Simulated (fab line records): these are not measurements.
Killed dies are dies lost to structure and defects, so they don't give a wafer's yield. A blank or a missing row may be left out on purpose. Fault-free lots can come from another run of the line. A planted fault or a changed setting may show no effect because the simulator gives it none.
fab line records	flow sfqLine
record lots=5	wafers=15	lastDay=80
route steps=325 shown M5@208 A5B@209 R5@212 I5@228
lots that met no fault: from a run of the same line without faults
startH: hours from the record's opening day to when the first of the lot's shown wafers began	waitH: hours from the lot's prior step to this one	" same as the row above	L1.1+2: a single row standing in for several wafers	- either no value or no given start	* or withheld: withheld	< > ~ a bound
route shown NAME@n: a module of which the file shows steps, and the number in the route of the first	usual: mean/standard deviation of fault-free wafers	same: alike in all rows	chamber/n: place in a boat	sites: readings site by site	_std_site: their standard deviation	_edge_site: outer sites' mean less inner sites'	radiusMm: for every site, how far away it sits from the centre of the wafer	mask NAME#n: copy n	behind: the last tool/chamber to shape the wafer	hold: why the lot went on hold/how many hours it stayed there/how the hold came to an end	device: the n, p or np transistor that did not switch	end of line: the tests these same wafers got at the end of their route	a step with no rows: only its recipe	killed: at the first sort, the dies lost to defects and structure; wafer yield is something else	map: the dies of a wafer, with x for killed, . for not killed, _ for no die there
set.NAME: the setting the step ran with; set.NAME@STEP: the setting that earlier step ran with	model.NAME: the simulator's own value behind a step, which no gauge read
lots seen at some steps along the route; tables by step, rows by wafer
services: when a tool's chamber went out of use (startH, in hours from the record's first day, below 0 if earlier), for how many hours, and the reason
## steps
# step SFQ_TRILAYER_M5_STRIP_SOLV_CLEAN_128
# recipe chemistry=NMP	tempC=70	timeS=600
lot.wafer	tool	chamber	startH	waitH
L084.3+4+6	wetBench-04	3,1,0	1323.08	0.2
L085.3+5+6	wetBench-01	3,2,1	1343.80	0.2
L087.1+3+4	wetBench-03	1,7,4	1455.91	0.4
L088.2+3+5	wetBench-03	7,5,0	1464.31	0.4
L090.1+2+3	wetBench-03	6,1,3	1471.55	0.4
# step SFQ_TRILAYER_A5B_DEP_PECVD_129
# recipe material=SiO2	tempC=150	timeS=133.33	pressureTorr=2.4	rfW=183.3	precursor=SiH4/N2O	targetThkNm=600
# usual heaterPowerOuterW=33/7.1	heaterPowerW=85/13	rfFwdPowerW=182.5/0.56	throttleValvePct=25.5/2.1
lot.wafer	tool	chamber	startH	waitH	heaterPowerOuterW	heaterPowerW	rfFwdPowerW	throttleValvePct
L084.3	pecvd-02	2	1323.25	0.0	16	53	182.5	25.9
L084.4	"	1	"	"	30	91	181.0	29.7
L084.6	"	0	"	"	30	72	181.6	25.4
L085.3	pecvd-03	0	1343.99	0.0	31	80	182.7	24.0
L085.5	"	0	"	"	32	81	182.7	23.8
L085.6	"	2	"	"	33	93	182.2	22.9
L087.1	pecvd-03	0	1456.08	0.0	30	80	183.5	24.2
L087.3	"	2	"	"	37	96	182.5	23.1
L087.4	"	1	"	"	37	89	181.7	23.2
L088.2	pecvd-01	2	1464.48	0.0	41	96	183.3	25.8
L088.3	"	0	"	"	35	87	182.2	28.5
L088.5	"	2	"	"	42	95	182.0	25.6
L090.1	pecvd-01	1	1471.72	0.0	32	82	182.9	26.1
L090.2	"	0	"	"	41	92	183.7	28.8
L090.3	"	2	"	"	35	87	182.3	25.8
# step SFQ_TRILAYER_A5B_CMP_CMP_130
# recipe stopOn=Nb	downForcePsi=3	platenRpm=60	targetThkNm=340.7
# usual edgeZonePressureFrac=1.000/0.0052	motorCurrentA=10.2/0.95
lot.wafer	tool	chamber	startH	waitH	edgeZonePressureFrac	motorCurrentA
L084.4	cmp-02	1	1325.78	2.4	1.000	11.3
L084.3	"	2	"	"	1.003	10.0
L084.6	"	1	1327.78	4.4	0.999	11.7
L085.3	cmp-01	0	1349.41	5.4	0.993	9.9
L085.6	"	3	1350.91	6.8	0.994	10.1
L085.5	"	0	"	"	0.997	10.0
L087.1	cmp-01	0	1456.17	0.0	0.998	10.0
L087.4	"	2	1457.17	1.0	0.999	10.8
L087.3	"	3	"	"	0.988	11.2
L088.2	cmp-01	2	1464.57	0.0	1.005	11.1
L088.3	"	3	"	"	0.993	10.7
L088.5	"	2	1466.57	2.0	1.005	10.6
L090.1	cmp-01	1	1472.37	0.6	1.002	10.0
L090.3	"	3	1473.37	1.6	1.001	10.2
L090.2	"	0	"	"	1.001	10.1
# step SFQ_TRILAYER_A5B_METRO_MEASURE_131
# usual thkNm=342/6.3
lot.wafer	tool	chamber	startH	waitH	thkNm
L084.3	filmMetro-01	-	1328.68	1.9	347
L084.4	"	-	"	"	342
L084.6	"	-	"	"	332
L085.3	filmMetro-01	-	1352.31	2.4	350
L085.5	"	-	"	"	346
L085.6	"	-	"	"	346
L087.1	filmMetro-03	-	1459.17	2.5	348
L087.3	"	-	"	"	348
L087.4	"	-	"	"	344
L088.2	filmMetro-01	-	1467.77	2.7	340
L088.3	"	-	"	"	349
L088.5	"	-	"	"	342
L090.1	filmMetro-04	-	1475.37	2.5	343
L090.2	"	-	"	"	352
L090.3	"	-	"	"	351
# step SFQ_TRILAYER_R5_DEP_SPUTTER_132
# recipe material=Ti	basePressurePa=1.33e-06	targetThkNm=5	powerW=2000	timeS=5	chamberPressurePa=0.4
# usual throttleValvePct=29.9/0.7
lot.wafer	tool	chamber	startH	waitH	throttleValvePct
L084.3	pvdSputter-03	-	1329.48	0.6	30.7
L084.4	"	-	"	"	29.9
L084.6	"	-	"	"	29.9
L085.3	pvdSputter-04	-	1353.11	0.6	30.4
L085.5	"	-	"	"	30.2
L085.6	"	-	"	"	28.5
L087.1	pvdSputter-04	-	1460.37	1.0	28.6
L087.3	"	-	"	"	30.4
L087.4	"	-	"	"	30.7
L088.2	pvdSputter-04	-	1468.77	0.8	28.2
L088.3	"	-	"	"	30.6
L088.5	"	-	"	"	29.7
L090.1	pvdSputter-06	-	1476.57	1.0	30.3
L090.2	"	-	"	"	28.9
L090.3	"	-	"	"	30.8
# step SFQ_TRILAYER_R5_DEP_SPUTTER_133
# recipe material=MoNx	basePressurePa=1.33e-06	targetThkNm=40	powerW=1000	timeS=66.7	chamberPressurePa=0.4
# usual throttleValvePct=29.9/0.68
lot.wafer	tool	chamber	startH	waitH	throttleValvePct
L084.3	pvdSputter-03	-	1329.50	0.0	30.6
L084.4	"	-	"	"	30.1
L084.6	"	-	"	"	30.1
L085.3	pvdSputter-04	-	1353.13	0.0	30.0
L085.5	"	-	"	"	30.1
L085.6	"	-	"	"	28.5
L087.1	pvdSputter-04	-	1460.39	0.0	28.4
L087.3	"	-	"	"	30.5
L087.4	"	-	"	"	30.6
L088.2	pvdSputter-04	-	1468.79	0.0	28.5
L088.3	"	-	"	"	30.8
L088.5	"	-	"	"	29.8
L090.1	pvdSputter-06	-	1476.59	0.0	30.7
L090.2	"	-	"	"	28.7
L090.3	"	-	"	"	30.5
# step SFQ_TRILAYER_R5_DEP_SPUTTER_134
# recipe material=Ti	basePressurePa=1.33e-06	targetThkNm=5	powerW=2000	timeS=5	chamberPressurePa=0.4
# usual throttleValvePct=29.9/0.68
lot.wafer	tool	chamber	startH	waitH	throttleValvePct
L084.3	pvdSputter-03	-	1329.55	0.0	30.6
L084.4	"	-	"	"	30.0
L084.6	"	-	"	"	30.2
L085.3	pvdSputter-04	-	1353.18	0.0	30.4
L085.5	"	-	"	"	30.4
L085.6	"	-	"	"	28.5
L087.1	pvdSputter-04	-	1460.45	0.0	28.4
L087.3	"	-	"	"	30.4
L087.4	"	-	"	"	30.7
L088.2	pvdSputter-04	-	1468.85	0.0	28.3
L088.3	"	-	"	"	30.8
L088.5	"	-	"	"	30.0
L090.1	pvdSputter-06	-	1476.65	0.0	30.7
L090.2	"	-	"	"	29.0
L090.3	"	-	"	"	30.5
# step SFQ_R5_RS_MEAS_933
# recipe thkMeasGauge=four-point-probe	reads=Ti_of_TRILAYER_R5_DEP_SPUTTER_134+MoNx_of_TRILAYER_R5_DEP_SPUTTER_133+Ti_of_TRILAYER_R5_DEP_SPUTTER_132
# usual R5_MONX_RS=7.06/0.075
lot.wafer	tool	chamber	startH	waitH	R5_MONX_RS[ohm/sq]
L084.3	filmMetro-04	-	1329.61	0.0	7.01
L084.4	"	-	"	"	7.07
L084.6	"	-	"	"	7.07
L085.3	filmMetro-04	-	1353.24	0.0	7.12
L085.5	"	-	"	"	7.07
L085.6	"	-	"	"	7.11
L087.1	filmMetro-02	-	1460.47	0.0	7.12
L087.3	"	-	"	"	7.03
L087.4	"	-	"	"	7.11
L088.2	filmMetro-02	-	1468.89	0.0	7.13
L088.3	"	-	"	"	7.09
L088.5	"	-	"	"	7.08
L090.1	filmMetro-02	-	1476.67	0.0	7.03
L090.2	"	-	"	"	7.01
L090.3	"	-	"	"	6.90
# step SFQ_R5_THK_MEAS_934
# recipe thkMeasGauge=xrf	reads=MoNx_of_TRILAYER_R5_DEP_SPUTTER_133
# usual R5_MONX_THK=40.0/0.53
lot.wafer	tool	chamber	startH	waitH	R5_MONX_THK[nm]
L084.3	filmMetro-04	-	1329.71	0.1	40.3
L084.4	"	-	"	"	39.8
L084.6	"	-	"	"	40.0
L085.3	filmMetro-04	-	1353.34	0.1	39.5
L085.5	"	-	"	"	39.6
L085.6	"	-	"	"	39.5
L087.1	filmMetro-02	-	1460.59	0.1	39.6
L087.3	"	-	"	"	40.2
L087.4	"	-	"	"	40.0
L088.2	filmMetro-02	-	1469.00	0.1	39.6
L088.3	"	-	"	"	39.8
L088.5	"	-	"	"	40.2
L090.1	filmMetro-02	-	1476.79	0.1	40.1
L090.2	"	-	"	"	40.5
L090.3	"	-	"	"	40.9
# step SFQ_TRILAYER_R5_LITHO_COAT_141
# recipe resist=BARC	spinRpm=3000	resistThkNm=62
# usual resistLineTempC=23.00/0.1
lot.wafer	tool	chamber	startH	waitH	resistLineTempC
L084.3	lithoTrack-02	0	1329.85	0.1	22.97
L084.4	"	0	"	"	22.91
L084.6	"	0	"	"	23.01
L085.3	lithoTrack-01	0	1353.48	0.1	23.08
L085.5	"	0	"	"	23.17
L085.6	"	0	"	"	23.15
L087.1	lithoTrack-02	0	1460.65	0.1	23.06
L087.3	"	0	"	"	23.00
L087.4	"	0	"	"	23.09
L088.2	lithoTrack-01	0	1469.10	0.1	22.84
L088.3	"	0	"	"	22.94
L088.5	"	0	"	"	22.95
L090.1	lithoTrack-01	0	1476.85	0.1	23.04
L090.2	"	0	"	"	22.97
L090.3	"	0	"	"	22.87
# step SFQ_TRILAYER_R5_LITHO_COAT_136
# recipe resist=KrF	spinRpm=3000	resistThkNm=600
# usual resistLineTempC=23.01/0.092
lot.wafer	tool	chamber	startH	waitH	resistLineTempC
L084.3	lithoTrack-02	0	1330.15	0.2	23.02
L084.4	"	0	"	"	22.90
L084.6	"	0	"	"	22.96
L085.3	lithoTrack-01	0	1353.78	0.2	22.98
L085.5	"	0	"	"	23.01
L085.6	"	0	"	"	23.01
L087.1	lithoTrack-02	0	1460.95	0.2	23.14
L087.3	"	0	"	"	23.09
L087.4	"	0	"	"	22.99
L088.2	lithoTrack-01	0	1469.40	0.2	23.12
L088.3	"	0	"	"	23.03
L088.5	"	0	"	"	23.03
L090.1	lithoTrack-01	0	1477.15	0.2	23.04
L090.2	"	0	"	"	22.99
L090.3	"	0	"	"	23.08
# step SFQ_TRILAYER_R5_LITHO_SOFTBAKE_140
# recipe tempC=withheld	timeS=withheld	resist=KrF
# usual resistLineTempC=*
lot.wafer	tool	chamber	startH	waitH	resistLineTempC
L084.3	lithoTrack-02	0	1330.40	0.2	*
L084.4	"	0	"	"	*
L084.6	"	0	"	"	*
L085.3	lithoTrack-01	0	1354.03	0.2	*
L085.5	"	0	"	"	*
L085.6	"	0	"	"	*
L087.1	lithoTrack-02	0	1461.25	0.2	*
L087.3	"	0	"	"	*
L087.4	"	0	"	"	*
L088.2	lithoTrack-01	0	1469.67	0.2	*
L088.3	"	0	"	"	*
L088.5	"	0	"	"	*
L090.1	lithoTrack-01	0	1477.45	0.2	*
L090.2	"	0	"	"	*
L090.3	"	0	"	"	*
# step SFQ_TRILAYER_R5_LITHO_EXPOSE_137
# recipe maskId=R5	na=0.6	sourceShape=conventional	sigmaOuter=0.65	targetCdNm=500	doseMj=14.4
# same na=0.6	sigmaOuter=0.65
lot.wafer	tool	chamber	startH	waitH	mask
L084.3+4+6	krfScanner-01	0	1349.01	-	R5#0
L085.3+5+6	krfScanner-02	0	1397.26	-	R5#0
L087.1+3+4	krfScanner-02	0	1471.52	-	R5#0
L088.2+3+5	krfScanner-02	0	1472.92	-	R5#0
L090.1+2+3	krfScanner-02	0	1481.24	-	R5#0
# step SFQ_TRILAYER_R5_LITHO_PEB_139
# recipe pebTempC=115	pebTimeS=60	resist=KrF
# usual resistLineTempC=22.99/0.099
lot.wafer	tool	chamber	startH	waitH	resistLineTempC
L084.3	lithoTrack-03	0	1349.86	0.7	23.14
L084.4	"	0	"	"	22.95
L084.6	"	0	"	"	23.07
L085.3	lithoTrack-02	0	1398.11	0.7	22.84
L085.5	"	0	"	"	22.99
L085.6	"	0	"	"	22.84
L087.1	lithoTrack-03	0	1472.72	1.0	22.86
L087.3	"	0	"	"	22.79
L087.4	"	0	"	"	23.01
L088.2	lithoTrack-01	0	1473.94	0.8	22.95
L088.3	"	0	"	"	22.94
L088.5	"	0	"	"	22.95
L090.1	lithoTrack-02	0	1482.44	1.0	23.00
L090.2	"	0	"	"	23.02
L090.3	"	0	"	"	22.92
# step SFQ_TRILAYER_R5_LITHO_DEVELOP_138
# recipe timeS=60	resist=KrF
# usual resistLineTempC=22.99/0.1
lot.wafer	tool	chamber	startH	waitH	resistLineTempC
L084.3	lithoTrack-03	0	1350.01	0.1	22.93
L084.4	"	0	"	"	23.03
L084.6	"	0	"	"	22.92
L085.3	lithoTrack-02	0	1398.26	0.1	22.90
L085.5	"	0	"	"	22.95
L085.6	"	0	"	"	22.88
L087.1	lithoTrack-03	0	1472.87	0.1	22.65
L087.3	"	0	"	"	22.91
L087.4	"	0	"	"	22.87
L088.2	lithoTrack-01	0	1474.09	0.1	23.03
L088.3	"	0	"	"	22.98
L088.5	"	0	"	"	22.89
L090.1	lithoTrack-02	0	1482.59	0.1	23.04
L090.2	"	0	"	"	22.82
L090.3	"	0	"	"	23.01
# step SFQ_R5_OVL_MEAS_935
# usual R5_OVL=2/6.5
lot.wafer	tool	chamber	startH	waitH	R5_OVL[nm]
L084.3	overlay-02	-	1350.12	0.1	-4
L084.4	"	-	"	"	0
L084.6	"	-	"	"	-10
L085.3	overlay-01	-	1398.38	0.1	-5
L085.5	"	-	"	"	-8
L085.6	"	-	"	"	3
L087.1	overlay-01	-	1473.02	0.1	11
L087.3	"	-	"	"	5
L087.4	"	-	"	"	15
L088.2	overlay-01	-	1474.22	0.1	1
L088.3	"	-	"	"	1
L088.5	"	-	"	"	5
L090.1	overlay-02	-	1482.74	0.1	-6
L090.2	"	-	"	"	-4
L090.3	"	-	"	"	-8
# step SFQ_TRILAYER_R5_BARC_OPEN_METAL_ETCH_177
# recipe maskMaterial=PR	chemistry=O2	targetDepthNm=125	target=BARC	icpW=600	biasW=80	pressureMtorr=10	timeS=41.7
# usual drypumpMotorCurrentA=5.9/0.39	oesProductAu=0.684/0.0043	rfFwdPowerW=593.3/2.2
lot.wafer	tool	chamber	startH	waitH	drypumpMotorCurrentA	oesProductAu	rfFwdPowerW	rfHoursCounterH
L084.3	rieMetal-03	0	1350.17	0.0	5.7	0.684	594.7	-
L084.4	"	1	"	"	6.3	0.680	596.0	-
L084.6	"	1	"	"	6.3	0.688	594.9	-
L085.3	rieMetal-04	0	1398.42	0.0	5.3	0.681	590.0	-
L085.5	"	1	"	"	5.8	0.684	595.1	-
L085.6	"	0	"	"	5.3	0.676	589.3	-
L087.1	rieMetal-04	0	1473.05	0.0	5.3	0.682	592.9	132
L087.3	"	0	"	"	5.3	0.688	593.5	-
L087.4	"	1	"	"	5.8	0.683	592.1	-
L088.2	rieMetal-04	0	1474.25	0.0	5.3	0.679	593.9	132
L088.3	"	0	"	"	5.2	0.692	593.6	-
L088.5	"	1	"	"	5.8	0.684	591.9	-
L090.1	rieMetal-02	0	1482.78	0.0	6.4	0.679	597.0	103
L090.2	"	1	"	"	6.2	0.679	588.9	30
L090.3	"	0	"	"	6.4	0.679	595.7	-
# step SFQ_TRILAYER_R5_ETCH_METAL_ETCH_139
# recipe stopOn=SiO2	maskMaterial=PR	chemistry=Cl2	targetDepthNm=60	icpW=600	biasW=80	pressureMtorr=10	timeS=40
# usual drypumpMotorCurrentA=5.9/0.39	oesProductAu=0.990/0.0053	rfFwdPowerW=593.2/2.2
lot.wafer	tool	chamber	startH	waitH	drypumpMotorCurrentA	oesProductAu	rfFwdPowerW	rfHoursCounterH
L084.3	rieMetal-03	0	1350.23	0.0	5.7	0.987	592.5	-
L084.4	"	1	"	"	6.3	0.989	593.6	-
L084.6	"	1	"	"	6.3	0.997	593.5	-
L085.3	rieMetal-04	0	1398.48	0.0	5.3	0.992	593.6	-
L085.5	"	1	"	"	5.8	0.990	594.2	-
L085.6	"	0	"	"	5.3	0.989	591.0	-
L087.1	rieMetal-04	0	1473.11	0.0	5.3	0.999	593.3	132
L087.3	"	0	"	"	5.3	0.998	591.1	-
L087.4	"	1	"	"	5.8	0.990	591.6	-
L088.2	rieMetal-04	0	1474.31	0.0	5.2	0.996	590.5	132
L088.3	"	0	"	"	5.3	0.996	592.0	-
L088.5	"	1	"	"	5.9	0.983	591.7	-
L090.1	rieMetal-02	0	1482.84	0.0	6.4	0.987	595.7	103
L090.2	"	1	"	"	6.2	0.982	589.7	30
L090.3	"	0	"	"	6.3	0.985	597.8	-
# step SFQ_TRILAYER_R5_STRIP_STRIP_140
# recipe gas=O2	powerW=200	platenTempC=40	overashFraction=0.65	chemistry=O2	pressureMtorr=50
# usual drypumpMotorCurrentA=5.9/0.4	oesProductAu=1.000/0.0083
lot.wafer	tool	chamber	startH	waitH	drypumpMotorCurrentA	oesProductAu	rfHoursCounterH
L084.3	rieMetal-03	0	1350.46	0.2	5.7	0.997	-
L084.4	"	1	"	"	6.3	1.002	-
L084.6	"	1	"	"	6.3	0.994	-
L085.3	rieMetal-04	0	1398.72	0.2	5.3	1.013	-
L085.5	"	1	"	"	5.8	1.011	-
L085.6	"	0	"	"	5.3	1.012	-
L087.1	rieMetal-04	0	1473.17	0.0	5.2	1.004	132
L087.3	"	0	"	"	5.3	1.002	-
L087.4	"	1	"	"	5.8	1.007	-
L088.2	rieMetal-04	0	1474.37	0.0	5.2	0.998	132
L088.3	"	0	"	"	5.2	0.993	-
L088.5	"	1	"	"	5.8	1.000	-
L090.1	rieMetal-02	0	1482.90	0.0	6.4	0.999	103
L090.2	"	1	"	"	6.2	0.988	30
L090.3	"	0	"	"	6.4	1.000	-
# step SFQ_TRILAYER_R5_STRIP_SOLV_CLEAN_141
# recipe chemistry=NMP	tempC=70	timeS=600
lot.wafer	tool	chamber	startH	waitH
L084.3+4+6	wetBench-02	2,7,1	1350.86	0.2
L085.3+5+6	wetBench-03	3,7,0	1399.12	0.2
L087.1+3+4	wetBench-02	7,6,0	1473.77	0.4
L088.2+3+5	wetBench-03	1,0,4	1474.97	0.4
L090.1+2+3	wetBench-02	3,2,4	1483.50	0.4
# step SFQ_TRILAYER_A5C_DEP_PECVD_142
# recipe material=SiO2	tempC=150	timeS=15.556	pressureTorr=2.4	rfW=183.3	precursor=SiH4/N2O	targetThkNm=70
# usual heaterPowerOuterW=33/5.5	heaterPowerW=85/8.1	rfFwdPowerW=180.5/0.89	throttleValvePct=24.7/1.8
lot.wafer	tool	chamber	startH	waitH	heaterPowerOuterW	heaterPowerW	rfFwdPowerW	throttleValvePct
L084.3	pecvd-01	1	1351.04	0.0	28	79	181.0	25.9
L084.4	"	1	"	"	28	78	181.2	25.7
L084.6	"	2	"	"	35	85	179.6	25.3
L085.3	pecvd-03	0	1399.31	0.0	25	72	181.1	23.8
L085.5	"	2	"	"	30	88	181.2	22.8
L085.6	"	1	"	"	30	77	181.4	23.3
L087.1	pecvd-03	2	1473.95	0.0	37	99	180.9	23.3
L087.3	"	1	"	"	32	83	180.5	23.3
L087.4	"	0	"	"	31	83	180.4	24.4
L088.2	pecvd-04	0	1475.15	0.0	33	87	180.9	22.8
L088.3	"	1	"	"	31	86	179.6	24.0
L088.5	"	1	"	"	31	87	179.4	23.6
L090.1	pecvd-03	1	1483.69	0.0	38	91	180.5	23.5
L090.2	"	0	"	"	28	74	181.9	24.1
L090.3	"	2	"	"	31	92	180.6	23.3
# step SFQ_TRILAYER_I5_LITHO_COAT_149
# recipe resist=BARC	spinRpm=3000	resistThkNm=62
# usual resistLineTempC=22.99/0.094
lot.wafer	tool	chamber	startH	waitH	resistLineTempC
L084.3	lithoTrack-04	0	1351.17	0.1	23.15
L084.4	"	0	"	"	23.01
L084.6	"	0	"	"	23.18
L085.3	lithoTrack-04	0	1399.43	0.1	23.06
L085.5	"	0	"	"	22.94
L085.6	"	0	"	"	23.03
L087.1	lithoTrack-02	0	1474.18	0.2	23.12
L087.3	"	0	"	"	23.12
L087.4	"	0	"	"	23.02
L088.2	lithoTrack-02	0	1475.22	0.1	22.89
L088.3	"	0	"	"	22.94
L088.5	"	0	"	"	22.93
L090.1	lithoTrack-03	0	1483.89	0.2	22.99
L090.2	"	0	"	"	23.17
L090.3	"	0	"	"	23.09
# step SFQ_TRILAYER_I5_LITHO_COAT_144
# recipe resist=KrF	spinRpm=3000	resistThkNm=650
# usual resistLineTempC=22.97/0.091
lot.wafer	tool	chamber	startH	waitH	resistLineTempC
L084.3	lithoTrack-04	0	1351.47	0.2	23.07
L084.4	"	0	"	"	22.92
L084.6	"	0	"	"	23.05
L085.3	lithoTrack-04	0	1399.73	0.2	23.02
L085.5	"	0	"	"	22.88
L085.6	"	0	"	"	23.16
L087.1	lithoTrack-02	0	1474.48	0.2	22.93
L087.3	"	0	"	"	22.98
L087.4	"	0	"	"	22.95
L088.2	lithoTrack-02	0	1475.52	0.2	23.01
L088.3	"	0	"	"	22.90
L088.5	"	0	"	"	22.87
L090.1	lithoTrack-03	0	1484.19	0.2	23.00
L090.2	"	0	"	"	22.98
L090.3	"	0	"	"	23.07
# step SFQ_TRILAYER_I5_LITHO_SOFTBAKE_148
# recipe tempC=withheld	timeS=withheld	resist=KrF
# usual resistLineTempC=*
lot.wafer	tool	chamber	startH	waitH	resistLineTempC
L084.3	lithoTrack-04	0	1351.72	0.2	*
L084.4	"	0	"	"	*
L084.6	"	0	"	"	*
L085.3	lithoTrack-04	0	1399.98	0.2	*
L085.5	"	0	"	"	*
L085.6	"	0	"	"	*
L087.1	lithoTrack-02	0	1474.78	0.2	*
L087.3	"	0	"	"	*
L087.4	"	0	"	"	*
L088.2	lithoTrack-02	0	1475.80	0.2	*
L088.3	"	0	"	"	*
L088.5	"	0	"	"	*
L090.1	lithoTrack-03	0	1484.49	0.2	*
L090.2	"	0	"	"	*
L090.3	"	0	"	"	*
# step SFQ_TRILAYER_I5_LITHO_EXPOSE_145
# recipe maskId=I5	na=0.6	sourceShape=conventional	sigmaOuter=0.65	targetCdNm=700	doseMj=21.3
# same na=0.6	sigmaOuter=0.65
lot.wafer	tool	chamber	startH	waitH	mask
L084.3+4+6	krfScanner-02	0	1375.74	-	I5#0
L085.3+5+6	krfScanner-02	0	1402.06	-	I5#0
L087.1+3+4	krfScanner-02	0	1478.84	-	I5#0
L088.2+3+5	krfScanner-02	0	1480.24	-	I5#0
L090.1+2+3	krfScanner-01	0	1486.83	-	I5#0
# step SFQ_TRILAYER_I5_LITHO_PEB_147
# recipe pebTempC=115	pebTimeS=60	resist=KrF
# usual resistLineTempC=23.01/0.11
lot.wafer	tool	chamber	startH	waitH	resistLineTempC
L084.3	lithoTrack-04	0	1376.59	0.7	22.91
L084.4	"	0	"	"	22.85
L084.6	"	0	"	"	22.93
L085.3	lithoTrack-02	0	1402.91	0.7	23.09
L085.5	"	0	"	"	23.12
L085.6	"	0	"	"	23.13
L087.1	lithoTrack-04	0	1480.04	1.0	23.11
L087.3	"	0	"	"	22.98
L087.4	"	0	"	"	23.17
L088.2	lithoTrack-04	0	1481.27	0.8	23.12
L088.3	"	0	"	"	23.14
L088.5	"	0	"	"	23.16
L090.1	lithoTrack-04	0	1488.03	1.0	22.99
L090.2	"	0	"	"	22.71
L090.3	"	0	"	"	22.86
# step SFQ_TRILAYER_I5_LITHO_DEVELOP_146
# recipe timeS=60	resist=KrF
# usual resistLineTempC=23.01/0.11
lot.wafer	tool	chamber	startH	waitH	resistLineTempC
L084.3	lithoTrack-04	0	1376.74	0.1	23.06
L084.4	"	0	"	"	23.10
L084.6	"	0	"	"	23.11
L085.3	lithoTrack-02	0	1403.06	0.1	22.73
L085.5	"	0	"	"	22.82
L085.6	"	0	"	"	22.80
L087.1	lithoTrack-04	0	1480.19	0.1	22.98
L087.3	"	0	"	"	23.00
L087.4	"	0	"	"	22.87
L088.2	lithoTrack-04	0	1481.42	0.1	22.99
L088.3	"	0	"	"	23.05
L088.5	"	0	"	"	23.00
L090.1	lithoTrack-04	0	1488.18	0.1	22.96
L090.2	"	0	"	"	23.21
L090.3	"	0	"	"	23.22
# step SFQ_I5_OVL_MEAS_936
# usual I5_OVL=-2/5.2
lot.wafer	tool	chamber	startH	waitH	I5_OVL[nm]
L084.3	overlay-02	-	1376.85	0.1	0
L084.4	"	-	"	"	3
L084.6	"	-	"	"	-9
L085.3	overlay-02	-	1403.18	0.1	-4
L085.5	"	-	"	"	-4
L085.6	"	-	"	"	-2
L087.1	overlay-02	-	1480.34	0.1	-1
L087.3	"	-	"	"	-4
L087.4	"	-	"	"	-1
L088.2	overlay-02	-	1481.55	0.1	2
L088.3	"	-	"	"	4
L088.5	"	-	"	"	6
L090.1	overlay-02	-	1488.33	0.1	-3
L090.2	"	-	"	"	-2
L090.3	"	-	"	"	-6
## services
tool	chamber	startH	hours	kind
pvdSputter-04	-	1301.26	4.8	repair
pecvd-01	-	1317.95	14.6	pm
krfScanner-01	-	1319.39	1.3	pm
filmMetro-01	-	1325.03	1.7	pm
rieMetal-04	0	1356.73	22.2	repair
krfScanner-02	-	1364.44	1.3	pm
pvdSputter-03	-	1367.87	3.0	repair
filmMetro-01	-	1371.23	0.5	pm
filmMetro-01	-	1391.43	4.3	pm
krfScanner-02	-	1395.86	1.0	pm
rieMetal-03	-	1402.07	0.6	repair
pvdSputter-04	-	1410.27	3.9	repair
cmp-01	-	1410.51	1.2	repair
krfScanner-02	-	1417.01	0.8	pm
cmp-01	-	1422.52	12.3	repair
wetBench-02	-	1429.16	6.6	repair
rieMetal-03	-	1432.40	2.8	pm
filmMetro-01	-	1432.74	0.9	pm
cmp-01	-	1434.84	4.0	pm
filmMetro-01	-	1443.99	0.3	pm
pecvd-01	-	1456.89	1.3	repair
krfScanner-02	-	1469.21	0.5	repair
cmp-01	-	1475.37	7.1	pm
pecvd-01	1	1482.62	23.0	repair
## key
fault none
